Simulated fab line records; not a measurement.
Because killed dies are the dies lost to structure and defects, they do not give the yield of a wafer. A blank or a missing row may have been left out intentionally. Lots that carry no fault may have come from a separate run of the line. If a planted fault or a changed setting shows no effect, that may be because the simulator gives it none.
Struck lot and sound lot, side by side / flow sky130 / 27 steps out of a route of 708
Sound: wafers L624.2, L624.3, L624.4. The struck wafers were L626.1, L626.5, L626.6. The cause is given at the end.
At each step with rows: each side's tool, then ch and its chambers, then its first start. Under that, the readings that differ: sound wafers / struck wafers / difference of the means / sigmas: that difference in standard deviations of wafers without a fault.
alike: words and numbers the same on both sides, and readings whose means are apart by under 2 such deviations; not compared: readings that were withheld, readings missing a value for some wafer, numbers with overlapping values and no deviation given by the record, and bounds like >300 which may hide the same value.
A row with sigmas, a row that says differs or no value, or rows on one side alone: a step with any of these is where the two part. When numbers do not overlap yet have no deviation, they are printed without sigmas and do not part them. A reading that every wafer of one side lacks parts them only if that side has two wafers or more.

first, 10 steps without rows for these wafers: SKY_LOCAL_INTERCONNECT_SOFTBAKE_07 (time 90 s); SKY_LOCAL_INTERCONNECT_EXPOSE_08 (exposes mask LI1M, target cd 170 nm); SKY_LOCAL_INTERCONNECT_PEB_09; SKY_LOCAL_INTERCONNECT_DEVELOP_10 (develop time 60 s); SKY_LOCAL_INTERCONNECT_ETCH_13 (etches BARC in N2/H2, stops on SiO2, time 45.9 s, target depth 60 nm); SKY_LOCAL_INTERCONNECT_METAL_ETCH_14 (etches TiN in Cl2/BCl3, stops on PSG, target depth 110 nm, time 31.4 s); SKY_LOCAL_INTERCONNECT_STRIP_15 (strips in O2/N2); SKY_LOCAL_INTERCONNECT_STRIP_16 (strips in post etch residue remover, time 1200 s); SKY_LOCAL_INTERCONNECT_CLEAN_17 (cleans in IPA, time 180 s); SKY_LOCAL_INTERCONNECT_CLEAN_18 (cleans in O3/DIW).
SKY_CONTACT_CVD_00: deposits Si3N4, target thk 75 nm.
  sound on pecvd-03 ch 0,2, day 31 11:08; struck on pecvd-04 ch 0,1,2, day 31 21:00
  alike: heater power w
SKY_CONTACT_THK_MEAS_01:
  sound: film metro-02 at day 31 11:11; struck: film metro-01 at day 31 21:52
reading=CONTACT_CVD_00_THK (nm); sound=73.4 74.4 75.7; struck=148.9 150.2 150.8; difference=+75.5; sigmas=+92
then, 12 steps without rows for these wafers: SKY_CONTACT_HDPCVD_02 (deposits SiO2, target thk 565 nm, time 94.2 s); SKY_CONTACT_CMP_04 (polishes SiO2); SKY_CONTACT_DEHYDRATE_06 (time 60 s); SKY_CONTACT_HMDS_07 (prime time 60 s); SKY_CONTACT_COAT_08 (resist thk 60 nm); SKY_CONTACT_COAT_09 (resist thk 450 nm); SKY_CONTACT_SOFTBAKE_10 (time 88.25 s); SKY_CONTACT_EXPOSE_11 (exposes mask CTM1, target cd 170 nm); SKY_CONTACT_PEB_12; SKY_CONTACT_DEVELOP_13 (develop time 60 s); SKY_CONTACT_ETCH_16 (etches BARC in N2/H2, stops on SiO2, time 45.9 s, target depth 60 nm); SKY_CONTACT_ETCH_17 (etches SiO2 in C4F8/O2/Ar, stops on Si3N4, target depth 340 nm).
SKY_CONTACT_ETCH_18: etches Si3N4 in CHF3/O2, stops on TiN, time 39 s, target depth 75 nm.
  sound: rie diel-03 ch 1,2,3; struck: rie diel-01 ch 0,1,3
reading=oes product au (a.u.); sound=0.848 0.855 0.863; struck=0.996 1.021 1.008; difference=+0.153; sigmas=+22
reading=throttle valve pct (%); sound=8.800 8.787 8.799; struck=8.838 8.828 8.839; difference=+0.040; sigmas=+4
reading=model.etch.depth nm (nm); sound=73.43 74.47 75.65; struck=97.8 99.95 98.67; difference=+24.3; sigmas=
  alike: drypump motor current A
  not compared: rf hours counter h
then, 1 step without rows for these wafers: SKY_CONTACT_STRIP_19 (strips in O2/N2).
-- the record jumps here: 15 days lie between the struck wafers' starts before and after (it left off in module CONTACT and takes up again in module PAD_OPEN, whose first step shown is number 708 of the route) --
SKY_PAD_OPEN_PROBE_99:
  sound: prober-01 at day 46 16:57; struck: prober-02 at day 46 23:58
reading=killed at contacts; sound=33 18 20; struck=414 433 434; difference=+403; sigmas=+72
reading=killed dies; sound=101 76 97; struck=492 492 492; difference=+401; sigmas=+40
reading=killed on rim; sound=26 15 17; struck=96 96 96; difference=+77; sigmas=+19
  alike: killed_at_M0_to_M3, killed_at_M4_up, killed at front end, killed at other, killed open, killed short

== WHERE THEY PART ==
Last at SKY_PAD_OPEN_PROBE_99 as far as this record goes, first at SKY_CONTACT_THK_MEAS_01.

WHY: the cause the simulator had injected
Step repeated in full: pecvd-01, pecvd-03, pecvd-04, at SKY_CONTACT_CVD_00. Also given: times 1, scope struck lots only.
